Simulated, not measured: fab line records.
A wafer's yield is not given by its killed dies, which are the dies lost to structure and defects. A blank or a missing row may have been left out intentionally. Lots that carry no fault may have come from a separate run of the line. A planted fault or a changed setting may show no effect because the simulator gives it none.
One fault through the eyes of 2 desks    flow sky130    what lay behind the numbers comes last; until then each desk has only its own

TOOL OWNER'S DESK, pvd sputter-03
At SKY_CAPM_SPUTTER_02 (material TiN, target thk 200 nm, time 169.3 s) the tool's own readings: per lot run on this tool, the mean of the sampled wafers that have a number. If a lot's mean is further than 4 standard deviations from the usual mean, the lot is out of limits and carries the mark OUT (the distance appears in the brackets).
Columns: A = cathode dc power W at SKY_CAPM_SPUTTER_02, usual 6500.0 W; B = throttle valve pct at SKY_CAPM_SPUTTER_02, usual 29.9 %
lot   first seen here  A                         B
L409  day 37 08:21     6500.1                    29.8
L410  day 37 16:08     6499.5                    29.9
L419  day 40 12:18     6168.8 (-99 or more) OUT  30.3
This desk finds L419 out of limits, L419 being first, at day 40 12:18 (cathode dc power W at SKY_CAPM_SPUTTER_02). L409, L410: within limits.

AT THE METROLOGY DESK
What the gauges read, lot by lot, whatever tool the lot ran on: means of the sampled wafers that have a number. If a lot's mean is further than 4 standard deviations from the usual mean, the lot is out of limits and carries the mark OUT (the distance appears in the brackets).
Columns: A = METAL2_OVL at SKY_METAL2_OVL_MEAS_16, usual -1 nm; B = CAPM_TIN_RS at SKY_CAPM_RS_MEAS_03, usual 6.79 ohm/sq; C = CAPM_TIN_THK at SKY_CAPM_THK_MEAS_04, usual 203.6 nm
lot   first seen here  A   B                C
L407  day 35 13:13     1   6.88             199.1
L406  day 35 14:32     3   6.90             202.1
L409  day 36 03:16     4   6.74             205.4
L410  day 36 10:47     -5  6.85             203.2
L412  day 37 12:15     1   6.86             203.7
L419  day 39 07:58     -5  7.15 (+4.5) OUT  194.3
L425  day 40 19:53     5   6.78             204.3
L428  day 41 08:56     5   6.82             200.7
L429  day 41 19:52     3   6.76             205.9
This desk's result: L419 out of limits, first on L419 (CAPM_TIN_RS at SKY_CAPM_RS_MEAS_03), day 40 12:25. L407, L406, L409, L410, L412, L425, L428, L429: within limits.

TAKEN TOGETHER
On L419, at day 40 12:18, an alarm was possible from the tool owner's desk.
The metrology desk could have raised an alarm at day 40 12:25, on L419.
The lots listed all ran SKY_CAPM_SPUTTER_02 on pvd sputter-03.

WHAT HAD BEEN PUT IN BY THE SIMULATOR
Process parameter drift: pvd sputter-03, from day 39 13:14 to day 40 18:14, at SKY_CAPM_SPUTTER_02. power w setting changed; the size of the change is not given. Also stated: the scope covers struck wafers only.
Lots struck among those shown: L419.
Delay (hours) between the fault's onset and each desk's first out-of-limits reading: 23 at the tool owner's desk, 23 at the metrology desk.
